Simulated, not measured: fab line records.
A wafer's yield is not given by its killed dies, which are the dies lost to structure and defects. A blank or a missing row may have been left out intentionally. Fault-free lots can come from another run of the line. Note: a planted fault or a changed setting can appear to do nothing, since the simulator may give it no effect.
fab line records :: flow sfq_line
[record]
  lots = 5
  wafers = 15
  last_day = 85
route steps=325 shown M1@66 I1@73
lots that met no fault: from a run of the same line without faults
start_h: start of the lot's first displayed wafer, in hours after the record's first day :: wait_h: hours since the lot's step before :: " unchanged from the row above :: L1.1+2: one row covering several wafers at once :: - no value, or no start given :: * or withheld: withheld :: < > ~ a bound
route shown NAME@n: a module of which the file shows steps, and the number in the route of the first :: usual: mean/standard deviation of fault-free wafers :: same: alike in all rows :: chamber/n: place in a boat :: sites: the reading at each site :: _std_site: standard deviation of those values :: _edge_site: the outer-site mean with the inner-site mean subtracted :: radius_mm: for every site, how far away it sits from the centre of the wafer :: mask NAME#n: copy n :: behind: the last tool/chamber to shape the wafer :: hold: why the lot went on hold/how many hours it stayed there/how the hold came to an end :: device: which transistor (n, p or np) failed to switch :: end of line: the tests these same wafers got at the end of their route :: a step with no rows: only its recipe :: killed: not the wafer's yield, but the dies lost to structure and defects at the first sort :: map: shows each die of a wafer: x if killed, . if not, _ if none is there
set.NAME: the setting the step ran with; set.NAME@STEP: the setting that earlier step ran with :: model.NAME: the simulator's own value behind a step, which no gauge read
lots at some steps of the route; a table a step, a row a wafer
services: when a tool's chamber went out of use (start_h, in hours from the record's first day, below 0 if earlier), for how many hours, and the reason
[[steps]]
[step SFQ_TRILAYER_M1_LITHO_PEB_042]
[recipe]
  peb_temp_c = 115
  peb_time_s = 60
  resist = KrF
[usual]
  exhaust_pa = 45.1/0.97
lot.wafer: L075.1
tool: litho_track-03
chamber: 0
start_h: 519.48
wait_h: 1.0
exhaust_pa: 45.2

lot.wafer: L075.5
tool: litho_track-03
chamber: 0
start_h: 519.48
wait_h: 1.0
exhaust_pa: 44.8

lot.wafer: L075.6
tool: litho_track-03
chamber: 0
start_h: 519.48
wait_h: 1.0
exhaust_pa: 45.1

lot.wafer: L082.2
tool: litho_track-03
chamber: 0
start_h: -
wait_h: -
exhaust_pa: 46.7

lot.wafer: L082.5
tool: litho_track-03
chamber: 0
start_h: -
wait_h: -
exhaust_pa: 46.9

lot.wafer: L082.6
tool: litho_track-03
chamber: 0
start_h: -
wait_h: -
exhaust_pa: 45.3

lot.wafer: L086.2
tool: litho_track-01
chamber: 0
start_h: 658.61
wait_h: 0.8
exhaust_pa: 46.1

lot.wafer: L086.3
tool: litho_track-01
chamber: 0
start_h: 658.61
wait_h: 0.8
exhaust_pa: 46.4

lot.wafer: L086.5
tool: litho_track-01
chamber: 0
start_h: 658.61
wait_h: 0.8
exhaust_pa: 46.0

lot.wafer: L092.1
tool: litho_track-04
chamber: 0
start_h: -
wait_h: -
exhaust_pa: 47.5

lot.wafer: L092.2
tool: litho_track-04
chamber: 0
start_h: -
wait_h: -
exhaust_pa: 45.7

lot.wafer: L092.3
tool: litho_track-04
chamber: 0
start_h: -
wait_h: -
exhaust_pa: 46.9

lot.wafer: L096.1
tool: litho_track-04
chamber: 0
start_h: 677.91
wait_h: 1.0
exhaust_pa: 46.7

lot.wafer: L096.2
tool: litho_track-04
chamber: 0
start_h: 677.91
wait_h: 1.0
exhaust_pa: 44.8

lot.wafer: L096.3
tool: litho_track-04
chamber: 0
start_h: 677.91
wait_h: 1.0
exhaust_pa: 45.7
[step SFQ_TRILAYER_M1_LITHO_DEVELOP_041]
[recipe]
  time_s = 60
  resist = KrF
[usual]
  exhaust_pa = 44.8/0.78
lot.wafer: L075.1
tool: litho_track-03
chamber: 0
start_h: 519.63
wait_h: 0.1
exhaust_pa: 45.3

lot.wafer: L075.5
tool: litho_track-03
chamber: 0
start_h: 519.63
wait_h: 0.1
exhaust_pa: 45.5

lot.wafer: L075.6
tool: litho_track-03
chamber: 0
start_h: 519.63
wait_h: 0.1
exhaust_pa: 45.3

lot.wafer: L082.2
tool: litho_track-03
chamber: 0
start_h: 606.21
wait_h: 0.1
exhaust_pa: 44.5

lot.wafer: L082.5
tool: litho_track-03
chamber: 0
start_h: 606.21
wait_h: 0.1
exhaust_pa: 44.7

lot.wafer: L082.6
tool: litho_track-03
chamber: 0
start_h: 606.21
wait_h: 0.1
exhaust_pa: 45.4

lot.wafer: L086.2
tool: litho_track-01
chamber: 0
start_h: 658.76
wait_h: 0.1
exhaust_pa: 44.6

lot.wafer: L086.3
tool: litho_track-01
chamber: 0
start_h: 658.76
wait_h: 0.1
exhaust_pa: 45.0

lot.wafer: L086.5
tool: litho_track-01
chamber: 0
start_h: 658.76
wait_h: 0.1
exhaust_pa: 44.0

lot.wafer: L092.1
tool: litho_track-04
chamber: 0
start_h: 670.96
wait_h: 0.1
exhaust_pa: 46.3

lot.wafer: L092.2
tool: litho_track-04
chamber: 0
start_h: 670.96
wait_h: 0.1
exhaust_pa: 45.3

lot.wafer: L092.3
tool: litho_track-04
chamber: 0
start_h: 670.96
wait_h: 0.1
exhaust_pa: 44.3

lot.wafer: L096.1
tool: litho_track-04
chamber: 0
start_h: 678.06
wait_h: 0.1
exhaust_pa: 44.9

lot.wafer: L096.2
tool: litho_track-04
chamber: 0
start_h: 678.06
wait_h: 0.1
exhaust_pa: 43.6

lot.wafer: L096.3
tool: litho_track-04
chamber: 0
start_h: 678.06
wait_h: 0.1
exhaust_pa: 44.9
[step SFQ_M1_OVL_MEAS_911]
[usual]
  M1_OVL = -2/5.2
lot.wafer: L075.1
tool: overlay-02
chamber: -
start_h: 519.78
wait_h: 0.1
M1_OVL[nm]: 1

lot.wafer: L075.5
tool: overlay-02
chamber: -
start_h: 519.78
wait_h: 0.1
M1_OVL[nm]: -2

lot.wafer: L075.6
tool: overlay-02
chamber: -
start_h: 519.78
wait_h: 0.1
M1_OVL[nm]: -8

lot.wafer: L082.2
tool: overlay-01
chamber: -
start_h: 606.34
wait_h: 0.1
M1_OVL[nm]: -6

lot.wafer: L082.5
tool: overlay-01
chamber: -
start_h: 606.34
wait_h: 0.1
M1_OVL[nm]: 0

lot.wafer: L082.6
tool: overlay-01
chamber: -
start_h: 606.34
wait_h: 0.1
M1_OVL[nm]: 3

lot.wafer: L086.2
tool: overlay-01
chamber: -
start_h: 658.89
wait_h: 0.1
M1_OVL[nm]: -5

lot.wafer: L086.3
tool: overlay-01
chamber: -
start_h: 658.89
wait_h: 0.1
M1_OVL[nm]: -6

lot.wafer: L086.5
tool: overlay-01
chamber: -
start_h: 658.89
wait_h: 0.1
M1_OVL[nm]: -5

lot.wafer: L092.1
tool: overlay-01
chamber: -
start_h: 671.11
wait_h: 0.1
M1_OVL[nm]: 8

lot.wafer: L092.2
tool: overlay-01
chamber: -
start_h: 671.11
wait_h: 0.1
M1_OVL[nm]: -3

lot.wafer: L092.3
tool: overlay-01
chamber: -
start_h: 671.11
wait_h: 0.1
M1_OVL[nm]: 9

lot.wafer: L096.1
tool: overlay-02
chamber: -
start_h: 678.21
wait_h: 0.1
M1_OVL[nm]: 4

lot.wafer: L096.2
tool: overlay-02
chamber: -
start_h: 678.21
wait_h: 0.1
M1_OVL[nm]: -2

lot.wafer: L096.3
tool: overlay-02
chamber: -
start_h: 678.21
wait_h: 0.1
M1_OVL[nm]: -3
[step SFQ_TRILAYER_M1_BARC_OPEN_METAL_ETCH_054]
[recipe]
  mask_material = PR
  chemistry = O2
  target_depth_nm = 125
  target = BARC
  icp_w = 600
  bias_w = 80
  pressure_mtorr = 10
  time_s = 41.7
[usual]
  bias_w = 80.01/0.24
  drypump_motor_current_A = 5.8/0.5
  oes_product_au = 0.684/0.0045
lot.wafer: L075.1
tool: rie_metal-04
chamber: 0
start_h: 519.81
wait_h: 0.0
bias_w: 79.82
drypump_motor_current_A: 5.8
oes_product_au: 0.685
rf_hours_counter_h: 5

lot.wafer: L075.5
tool: rie_metal-04
chamber: 0
start_h: 519.81
wait_h: 0.0
bias_w: 80.05
drypump_motor_current_A: 5.8
oes_product_au: 0.690
rf_hours_counter_h: -

lot.wafer: L075.6
tool: rie_metal-04
chamber: 1
start_h: 519.81
wait_h: 0.0
bias_w: 80.28
drypump_motor_current_A: 5.5
oes_product_au: 0.685
rf_hours_counter_h: -

lot.wafer: L082.2
tool: rie_metal-02
chamber: 0
start_h: 606.37
wait_h: 0.0
bias_w: 79.95
drypump_motor_current_A: 6.7
oes_product_au: 0.689
rf_hours_counter_h: 47

lot.wafer: L082.5
tool: rie_metal-02
chamber: 1
start_h: 606.37
wait_h: 0.0
bias_w: 79.72
drypump_motor_current_A: 5.4
oes_product_au: 0.684
rf_hours_counter_h: -

lot.wafer: L082.6
tool: rie_metal-02
chamber: 0
start_h: 606.37
wait_h: 0.0
bias_w: 80.07
drypump_motor_current_A: 6.7
oes_product_au: 0.686
rf_hours_counter_h: -

lot.wafer: L086.2
tool: rie_metal-02
chamber: 0
start_h: 658.92
wait_h: 0.0
bias_w: 79.56
drypump_motor_current_A: 6.7
oes_product_au: 0.687
rf_hours_counter_h: 52

lot.wafer: L086.3
tool: rie_metal-02
chamber: 0
start_h: 658.92
wait_h: 0.0
bias_w: 79.43
drypump_motor_current_A: 6.7
oes_product_au: 0.680
rf_hours_counter_h: -

lot.wafer: L086.5
tool: rie_metal-02
chamber: 1
start_h: 658.92
wait_h: 0.0
bias_w: 79.41
drypump_motor_current_A: 5.4
oes_product_au: 0.682
rf_hours_counter_h: -

lot.wafer: L092.1
tool: rie_metal-02
chamber: 0
start_h: 671.15
wait_h: 0.0
bias_w: 79.85
drypump_motor_current_A: 6.7
oes_product_au: 0.680
rf_hours_counter_h: 54

lot.wafer: L092.2
tool: rie_metal-02
chamber: 1
start_h: 671.15
wait_h: 0.0
bias_w: 80.30
drypump_motor_current_A: 5.4
oes_product_au: 0.692
rf_hours_counter_h: 45

lot.wafer: L092.3
tool: rie_metal-02
chamber: 0
start_h: 671.15
wait_h: 0.0
bias_w: 80.11
drypump_motor_current_A: 6.7
oes_product_au: 0.684
rf_hours_counter_h: -

lot.wafer: L096.1
tool: rie_metal-02
chamber: 1
start_h: 678.25
wait_h: 0.0
bias_w: 80.07
drypump_motor_current_A: 5.4
oes_product_au: 0.685
rf_hours_counter_h: 46

lot.wafer: L096.2
tool: rie_metal-02
chamber: 0
start_h: 678.25
wait_h: 0.0
bias_w: 80.35
drypump_motor_current_A: 6.7
oes_product_au: 0.682
rf_hours_counter_h: 55

lot.wafer: L096.3
tool: rie_metal-02
chamber: 0
start_h: 678.25
wait_h: 0.0
bias_w: 80.15
drypump_motor_current_A: 6.7
oes_product_au: 0.676
rf_hours_counter_h: -
[step SFQ_TRILAYER_M1_ETCH_METAL_ETCH_042]
[recipe]
  target = Nb
  stop_on = SiO2
  mask_material = PR
  chemistry = Cl2/Ar
  target_depth_nm = 240
  icp_w = 600
  bias_w = 80
  pressure_mtorr = 10
  time_s = 120
[usual]
  bias_w = 79.96/0.25
  drypump_motor_current_A = 5.8/0.5
  oes_product_au = 0.894/0.0072
lot.wafer: L075.1
tool: rie_metal-04
chamber: 0
start_h: 519.87
wait_h: 0.0
bias_w: 79.74
drypump_motor_current_A: 5.8
oes_product_au: 0.890
rf_hours_counter_h: 5

lot.wafer: L075.5
tool: rie_metal-04
chamber: 0
start_h: 519.87
wait_h: 0.0
bias_w: 80.02
drypump_motor_current_A: 5.8
oes_product_au: 0.887
rf_hours_counter_h: -

lot.wafer: L075.6
tool: rie_metal-04
chamber: 1
start_h: 519.87
wait_h: 0.0
bias_w: 80.35
drypump_motor_current_A: 5.5
oes_product_au: 0.885
rf_hours_counter_h: -

lot.wafer: L082.2
tool: rie_metal-02
chamber: 0
start_h: 606.43
wait_h: 0.0
bias_w: 80.18
drypump_motor_current_A: 6.7
oes_product_au: 0.885
rf_hours_counter_h: 47

lot.wafer: L082.5
tool: rie_metal-02
chamber: 1
start_h: 606.43
wait_h: 0.0
bias_w: 79.91
drypump_motor_current_A: 5.4
oes_product_au: 0.890
rf_hours_counter_h: -

lot.wafer: L082.6
tool: rie_metal-02
chamber: 0
start_h: 606.43
wait_h: 0.0
bias_w: 79.78
drypump_motor_current_A: 6.7
oes_product_au: 0.890
rf_hours_counter_h: -

lot.wafer: L086.2
tool: rie_metal-02
chamber: 0
start_h: 658.98
wait_h: 0.0
bias_w: 80.16
drypump_motor_current_A: 6.7
oes_product_au: 0.896
rf_hours_counter_h: 52

lot.wafer: L086.3
tool: rie_metal-02
chamber: 0
start_h: 658.98
wait_h: 0.0
bias_w: 80.05
drypump_motor_current_A: 6.6
oes_product_au: 0.897
rf_hours_counter_h: -

lot.wafer: L086.5
tool: rie_metal-02
chamber: 1
start_h: 658.98
wait_h: 0.0
bias_w: 79.77
drypump_motor_current_A: 5.4
oes_product_au: 0.893
rf_hours_counter_h: -

lot.wafer: L092.1
tool: rie_metal-02
chamber: 0
start_h: 671.21
wait_h: 0.0
bias_w: 79.93
drypump_motor_current_A: 6.6
oes_product_au: 0.892
rf_hours_counter_h: 54

lot.wafer: L092.2
tool: rie_metal-02
chamber: 1
start_h: 671.21
wait_h: 0.0
bias_w: 79.98
drypump_motor_current_A: 5.4
oes_product_au: 0.883
rf_hours_counter_h: 45

lot.wafer: L092.3
tool: rie_metal-02
chamber: 0
start_h: 671.21
wait_h: 0.0
bias_w: 80.26
drypump_motor_current_A: 6.6
oes_product_au: 0.891
rf_hours_counter_h: -

lot.wafer: L096.1
tool: rie_metal-02
chamber: 1
start_h: 678.31
wait_h: 0.0
bias_w: 80.10
drypump_motor_current_A: 5.4
oes_product_au: 0.893
rf_hours_counter_h: 47

lot.wafer: L096.2
tool: rie_metal-02
chamber: 0
start_h: 678.31
wait_h: 0.0
bias_w: 80.07
drypump_motor_current_A: 6.7
oes_product_au: 0.899
rf_hours_counter_h: 55

lot.wafer: L096.3
tool: rie_metal-02
chamber: 0
start_h: 678.31
wait_h: 0.0
bias_w: 80.18
drypump_motor_current_A: 6.7
oes_product_au: 0.891
rf_hours_counter_h: -
[step SFQ_TRILAYER_M1_STRIP_STRIP_043]
[recipe]
  gas = O2
  power_w = 200
  platen_temp_c = 40
  overash_fraction = 0.7081
  chemistry = O2
  pressure_mtorr = 50
[usual]
  drypump_motor_current_A = 5.8/0.49
  oes_product_au = 0.998/0.0073
lot.wafer: L075.1
tool: rie_metal-04
chamber: 0
start_h: 520.00
wait_h: 0.1
drypump_motor_current_A: 5.8
oes_product_au: 1.001
rf_hours_counter_h: 5

lot.wafer: L075.5
tool: rie_metal-04
chamber: 0
start_h: 520.00
wait_h: 0.1
drypump_motor_current_A: 5.8
oes_product_au: 0.996
rf_hours_counter_h: -

lot.wafer: L075.6
tool: rie_metal-04
chamber: 1
start_h: 520.00
wait_h: 0.1
drypump_motor_current_A: 5.5
oes_product_au: 1.002
rf_hours_counter_h: -

lot.wafer: L082.2
tool: rie_metal-02
chamber: 0
start_h: 606.55
wait_h: 0.1
drypump_motor_current_A: 6.7
oes_product_au: 0.986
rf_hours_counter_h: 47

lot.wafer: L082.5
tool: rie_metal-02
chamber: 1
start_h: 606.55
wait_h: 0.1
drypump_motor_current_A: 5.4
oes_product_au: 0.993
rf_hours_counter_h: -

lot.wafer: L082.6
tool: rie_metal-02
chamber: 0
start_h: 606.55
wait_h: 0.1
drypump_motor_current_A: 6.7
oes_product_au: 0.991
rf_hours_counter_h: -

lot.wafer: L086.2
tool: rie_metal-02
chamber: 0
start_h: 659.11
wait_h: 0.1
drypump_motor_current_A: 6.7
oes_product_au: 0.987
rf_hours_counter_h: 52

lot.wafer: L086.3
tool: rie_metal-02
chamber: 0
start_h: 659.11
wait_h: 0.1
drypump_motor_current_A: 6.7
oes_product_au: 0.991
rf_hours_counter_h: -

lot.wafer: L086.5
tool: rie_metal-02
chamber: 1
start_h: 659.11
wait_h: 0.1
drypump_motor_current_A: 5.4
oes_product_au: 0.999
rf_hours_counter_h: -

lot.wafer: L092.1
tool: rie_metal-02
chamber: 0
start_h: 671.33
wait_h: 0.1
drypump_motor_current_A: 6.6
oes_product_au: 0.988
rf_hours_counter_h: 54

lot.wafer: L092.2
tool: rie_metal-02
chamber: 1
start_h: 671.33
wait_h: 0.1
drypump_motor_current_A: 5.4
oes_product_au: 1.000
rf_hours_counter_h: 46

lot.wafer: L092.3
tool: rie_metal-02
chamber: 0
start_h: 671.33
wait_h: 0.1
drypump_motor_current_A: 6.7
oes_product_au: 0.990
rf_hours_counter_h: -

lot.wafer: L096.1
tool: rie_metal-02
chamber: 1
start_h: 678.43
wait_h: 0.1
drypump_motor_current_A: 5.4
oes_product_au: 1.004
rf_hours_counter_h: 47

lot.wafer: L096.2
tool: rie_metal-02
chamber: 0
start_h: 678.43
wait_h: 0.1
drypump_motor_current_A: 6.7
oes_product_au: 0.989
rf_hours_counter_h: 55

lot.wafer: L096.3
tool: rie_metal-02
chamber: 0
start_h: 678.43
wait_h: 0.1
drypump_motor_current_A: 6.6
oes_product_au: 0.999
rf_hours_counter_h: -
[step SFQ_TRILAYER_M1_STRIP_SOLV_CLEAN_044]
[recipe]
  chemistry = NMP
  temp_c = 70
  time_s = 600
[usual]
  temp_c = 70.01/0.11
lot.wafer: L075.1
tool: wet_bench-02
chamber: 1
start_h: 520.60
wait_h: 0.4
temp_c: 70.06

lot.wafer: L075.5
tool: wet_bench-02
chamber: 4
start_h: 520.60
wait_h: 0.4
temp_c: 70.04

lot.wafer: L075.6
tool: wet_bench-02
chamber: 0
start_h: 520.60
wait_h: 0.4
temp_c: 69.92

lot.wafer: L082.2
tool: wet_bench-01
chamber: 0
start_h: 607.15
wait_h: 0.4
temp_c: 70.06

lot.wafer: L082.5
tool: wet_bench-01
chamber: 7
start_h: 607.15
wait_h: 0.4
temp_c: 69.99

lot.wafer: L082.6
tool: wet_bench-01
chamber: 1
start_h: 607.15
wait_h: 0.4
temp_c: 70.08

lot.wafer: L086.2
tool: wet_bench-01
chamber: 3
start_h: 659.71
wait_h: 0.4
temp_c: 70.08

lot.wafer: L086.3
tool: wet_bench-01
chamber: 4
start_h: 659.71
wait_h: 0.4
temp_c: 69.96

lot.wafer: L086.5
tool: wet_bench-01
chamber: 5
start_h: 659.71
wait_h: 0.4
temp_c: 70.10

lot.wafer: L092.1
tool: wet_bench-02
chamber: 6
start_h: 671.93
wait_h: 0.4
temp_c: 70.08

lot.wafer: L092.2
tool: wet_bench-02
chamber: 0
start_h: 671.93
wait_h: 0.4
temp_c: 69.99

lot.wafer: L092.3
tool: wet_bench-02
chamber: 7
start_h: 671.93
wait_h: 0.4
temp_c: 69.93

lot.wafer: L096.1
tool: wet_bench-02
chamber: 7
start_h: 679.03
wait_h: 0.4
temp_c: 70.21

lot.wafer: L096.2
tool: wet_bench-02
chamber: 0
start_h: 679.03
wait_h: 0.4
temp_c: 70.04

lot.wafer: L096.3
tool: wet_bench-02
chamber: 6
start_h: 679.03
wait_h: 0.4
temp_c: 70.02
[step SFQ_TRILAYER_I1_DEP_PECVD_045]
[recipe]
  material = SiO2
  temp_c = 150
  time_s = 111.11
  pressure_torr = 2.4
  rf_w = 183.3
  precursor = SiH4/N2O
  target_thk_nm = 500
[usual]
  heater_power_w = 85/16
  throttle_valve_pct = 24.1/1.7
lot.wafer: L075.1
tool: pecvd-03
chamber: 0
start_h: 520.77
wait_h: 0.0
heater_power_w: 74
throttle_valve_pct: 24.0

lot.wafer: L075.5
tool: pecvd-03
chamber: 2
start_h: 520.77
wait_h: 0.0
heater_power_w: 109
throttle_valve_pct: 24.1

lot.wafer: L075.6
tool: pecvd-03
chamber: 1
start_h: 520.77
wait_h: 0.0
heater_power_w: 67
throttle_valve_pct: 23.4

lot.wafer: L082.2
tool: pecvd-03
chamber: 1
start_h: 607.33
wait_h: 0.0
heater_power_w: 69
throttle_valve_pct: 22.1

lot.wafer: L082.5
tool: pecvd-03
chamber: 0
start_h: 607.33
wait_h: 0.0
heater_power_w: 84
throttle_valve_pct: 22.3

lot.wafer: L082.6
tool: pecvd-03
chamber: 1
start_h: 607.33
wait_h: 0.0
heater_power_w: 70
throttle_valve_pct: 22.2

lot.wafer: L086.2
tool: pecvd-03
chamber: 1
start_h: 659.88
wait_h: 0.0
heater_power_w: 66
throttle_valve_pct: 22.5

lot.wafer: L086.3
tool: pecvd-03
chamber: 2
start_h: 659.88
wait_h: 0.0
heater_power_w: 114
throttle_valve_pct: 22.4

lot.wafer: L086.5
tool: pecvd-03
chamber: 1
start_h: 659.88
wait_h: 0.0
heater_power_w: 68
throttle_valve_pct: 22.5

lot.wafer: L092.1
tool: pecvd-01
chamber: 2
start_h: 672.11
wait_h: 0.0
heater_power_w: 67
throttle_valve_pct: 24.5

lot.wafer: L092.2
tool: pecvd-01
chamber: 0
start_h: 672.11
wait_h: 0.0
heater_power_w: 80
throttle_valve_pct: 26.8

lot.wafer: L092.3
tool: pecvd-01
chamber: 1
start_h: 672.11
wait_h: 0.0
heater_power_w: 78
throttle_valve_pct: 22.5

lot.wafer: L096.1
tool: pecvd-02
chamber: 2
start_h: 679.21
wait_h: 0.0
heater_power_w: 106
throttle_valve_pct: 25.0

lot.wafer: L096.2
tool: pecvd-02
chamber: 0
start_h: 679.21
wait_h: 0.0
heater_power_w: 96
throttle_valve_pct: 24.4

lot.wafer: L096.3
tool: pecvd-02
chamber: 1
start_h: 679.21
wait_h: 0.0
heater_power_w: 99
throttle_valve_pct: 26.7
[step SFQ_TRILAYER_I1_CMP_CMP_046]
[recipe]
  material = SiO2
  down_force_psi = 3
  platen_rpm = 60
  pad_velocity_m_s = 0.94248
[usual]
  motor_current_A = 10.1/0.7
  time_to_endpoint_s = 212/8.1
lot.wafer: L075.1
tool: cmp-02
chamber: 3
start_h: 520.85
wait_h: 0.0
motor_current_A: 9.9
time_to_endpoint_s: 210

lot.wafer: L075.5
tool: cmp-02
chamber: 3
start_h: 522.85
wait_h: 2.0
motor_current_A: 10.7
time_to_endpoint_s: 212

lot.wafer: L075.6
tool: cmp-02
chamber: 0
start_h: 522.85
wait_h: 2.0
motor_current_A: 10.2
time_to_endpoint_s: 222

lot.wafer: L082.2
tool: cmp-02
chamber: 0
start_h: 608.26
wait_h: 0.9
motor_current_A: 9.5
time_to_endpoint_s: 204

lot.wafer: L082.5
tool: cmp-02
chamber: 3
start_h: 609.76
wait_h: 2.4
motor_current_A: 10.6
time_to_endpoint_s: 205

lot.wafer: L082.6
tool: cmp-02
chamber: 0
start_h: 609.76
wait_h: 2.4
motor_current_A: 10.4
time_to_endpoint_s: 208

lot.wafer: L086.2
tool: cmp-01
chamber: 2
start_h: 661.66
wait_h: 1.7
motor_current_A: 10.2
time_to_endpoint_s: 200

lot.wafer: L086.3
tool: cmp-01
chamber: 3
start_h: 661.66
wait_h: 1.7
motor_current_A: 9.9
time_to_endpoint_s: 207

lot.wafer: L086.5
tool: cmp-01
chamber: 1
start_h: 663.16
wait_h: 3.2
motor_current_A: 11.0
time_to_endpoint_s: 209

lot.wafer: L092.1
tool: cmp-01
chamber: 1
start_h: 673.88
wait_h: 1.7
motor_current_A: 10.7
time_to_endpoint_s: 203

lot.wafer: L092.3
tool: cmp-01
chamber: 2
start_h: 673.88
wait_h: 1.7
motor_current_A: 10.4
time_to_endpoint_s: 208

lot.wafer: L092.2
tool: cmp-01
chamber: 3
start_h: 673.88
wait_h: 1.7
motor_current_A: 10.1
time_to_endpoint_s: 218

lot.wafer: L096.3
tool: cmp-01
chamber: 2
start_h: 679.88
wait_h: 0.6
motor_current_A: 10.6
time_to_endpoint_s: 203

lot.wafer: L096.1
tool: cmp-01
chamber: 0
start_h: 680.88
wait_h: 1.6
motor_current_A: 11.1
time_to_endpoint_s: 201

lot.wafer: L096.2
tool: cmp-01
chamber: 1
start_h: 680.88
wait_h: 1.6
motor_current_A: 10.2
time_to_endpoint_s: 207
[step SFQ_I1_BOW_MEAS_912]
[recipe]
  mode = bow
[usual]
  I1_BOW = 1/7.4
lot.wafer: L075.1
tool: film_metro-01
chamber: -
start_h: 523.85
wait_h: 2.5
I1_BOW[um]: 6

lot.wafer: L075.5
tool: film_metro-01
chamber: -
start_h: 523.85
wait_h: 2.5
I1_BOW[um]: -10

lot.wafer: L075.6
tool: film_metro-01
chamber: -
start_h: 523.85
wait_h: 2.5
I1_BOW[um]: 0

lot.wafer: L082.2
tool: film_metro-02
chamber: -
start_h: 610.78
wait_h: 2.0
I1_BOW[um]: -2

lot.wafer: L082.5
tool: film_metro-02
chamber: -
start_h: 610.78
wait_h: 2.0
I1_BOW[um]: -1

lot.wafer: L082.6
tool: film_metro-02
chamber: -
start_h: 610.78
wait_h: 2.0
I1_BOW[um]: 5

lot.wafer: L086.2
tool: film_metro-02
chamber: -
start_h: 664.18
wait_h: 2.0
I1_BOW[um]: -7

lot.wafer: L086.3
tool: film_metro-02
chamber: -
start_h: 664.18
wait_h: 2.0
I1_BOW[um]: -8

lot.wafer: L086.5
tool: film_metro-02
chamber: -
start_h: 664.18
wait_h: 2.0
I1_BOW[um]: -7

lot.wafer: L092.1
tool: film_metro-04
chamber: -
start_h: 676.88
wait_h: 2.5
I1_BOW[um]: 11

lot.wafer: L092.2
tool: film_metro-04
chamber: -
start_h: 676.88
wait_h: 2.5
I1_BOW[um]: -1

lot.wafer: L092.3
tool: film_metro-04
chamber: -
start_h: 676.88
wait_h: 2.5
I1_BOW[um]: 4

lot.wafer: L096.1
tool: film_metro-04
chamber: -
start_h: 682.88
wait_h: 1.5
I1_BOW[um]: 0

lot.wafer: L096.2
tool: film_metro-04
chamber: -
start_h: 682.88
wait_h: 1.5
I1_BOW[um]: 5

lot.wafer: L096.3
tool: film_metro-04
chamber: -
start_h: 682.88
wait_h: 1.5
I1_BOW[um]: -2
[step SFQ_TRILAYER_I1_METRO_MEASURE_047]
[usual]
  thk_nm = 200.1/1.3
lot.wafer: L075.1
tool: film_metro-01
chamber: -
start_h: 523.97
wait_h: 0.1
thk_nm: 199.3

lot.wafer: L075.5
tool: film_metro-01
chamber: -
start_h: 523.97
wait_h: 0.1
thk_nm: 200.9

lot.wafer: L075.6
tool: film_metro-01
chamber: -
start_h: 523.97
wait_h: 0.1
thk_nm: 201.4

lot.wafer: L082.2
tool: film_metro-02
chamber: -
start_h: 611.08
wait_h: 0.3
thk_nm: 200.6

lot.wafer: L082.5
tool: film_metro-02
chamber: -
start_h: 611.08
wait_h: 0.3
thk_nm: 199.7

lot.wafer: L082.6
tool: film_metro-02
chamber: -
start_h: 611.08
wait_h: 0.3
thk_nm: 201.4

lot.wafer: L086.2
tool: film_metro-02
chamber: -
start_h: 664.48
wait_h: 0.3
thk_nm: 199.1

lot.wafer: L086.3
tool: film_metro-02
chamber: -
start_h: 664.48
wait_h: 0.3
thk_nm: 200.1

lot.wafer: L086.5
tool: film_metro-02
chamber: -
start_h: 664.48
wait_h: 0.3
thk_nm: 199.2

lot.wafer: L092.1
tool: film_metro-04
chamber: -
start_h: 677.00
wait_h: 0.1
thk_nm: 197.4

lot.wafer: L092.2
tool: film_metro-04
chamber: -
start_h: 677.00
wait_h: 0.1
thk_nm: 199.6

lot.wafer: L092.3
tool: film_metro-04
chamber: -
start_h: 677.00
wait_h: 0.1
thk_nm: 198.2

lot.wafer: L096.1
tool: film_metro-04
chamber: -
start_h: 683.00
wait_h: 0.1
thk_nm: 199.5

lot.wafer: L096.2
tool: film_metro-04
chamber: -
start_h: 683.00
wait_h: 0.1
thk_nm: 198.9

lot.wafer: L096.3
tool: film_metro-04
chamber: -
start_h: 683.00
wait_h: 0.1
thk_nm: 199.1
[[services]]
tool: pecvd-03
chamber: -
start_h: 495.83
hours: 1.1
kind: repair

tool: cmp-02
chamber: -
start_h: 503.83
hours: 0.2
kind: repair

tool: pecvd-03
chamber: -
start_h: 504.04
hours: 0.6
kind: repair

tool: film_metro-04
chamber: -
start_h: 509.89
hours: 0.4
kind: pm

tool: cmp-01
chamber: -
start_h: 519.35
hours: 1.8
kind: repair

tool: film_metro-01
chamber: -
start_h: 536.54
hours: 3.7
kind: pm

tool: film_metro-04
chamber: -
start_h: 550.55
hours: 0.3
kind: pm

tool: pecvd-03
chamber: -
start_h: 563.75
hours: 14.0
kind: pm

tool: pecvd-02
chamber: -
start_h: 565.61
hours: 0.8
kind: pm

tool: pecvd-03
chamber: 0
start_h: 569.23
hours: 3.6
kind: repair

tool: pecvd-03
chamber: 2
start_h: 570.01
hours: 2.3
kind: repair

tool: cmp-01
chamber: -
start_h: 575.58
hours: 4.0
kind: pm

tool: film_metro-04
chamber: -
start_h: 589.31
hours: 0.7
kind: pm

tool: cmp-02
chamber: -
start_h: 589.69
hours: 0.3
kind: repair

tool: film_metro-02
chamber: -
start_h: 612.08
hours: 5.5
kind: pm

tool: cmp-02
chamber: -
start_h: 612.97
hours: 1.4
kind: repair

tool: cmp-01
chamber: -
start_h: 619.76
hours: 4.5
kind: pm

tool: rie_metal-02
chamber: 0
start_h: 620.53
hours: 4.3
kind: repair

tool: cmp-01
chamber: -
start_h: 625.11
hours: 0.5
kind: repair

tool: film_metro-02
chamber: -
start_h: 632.43
hours: 0.8
kind: pm

tool: wet_bench-01
chamber: -
start_h: 654.56
hours: 1.9
kind: repair

tool: film_metro-02
chamber: -
start_h: 658.89
hours: 1.2
kind: pm

tool: pecvd-03
chamber: -
start_h: 660.51
hours: 1.6
kind: repair

tool: film_metro-02
chamber: -
start_h: 667.12
hours: 3.2
kind: pm
[[key]]
fault none
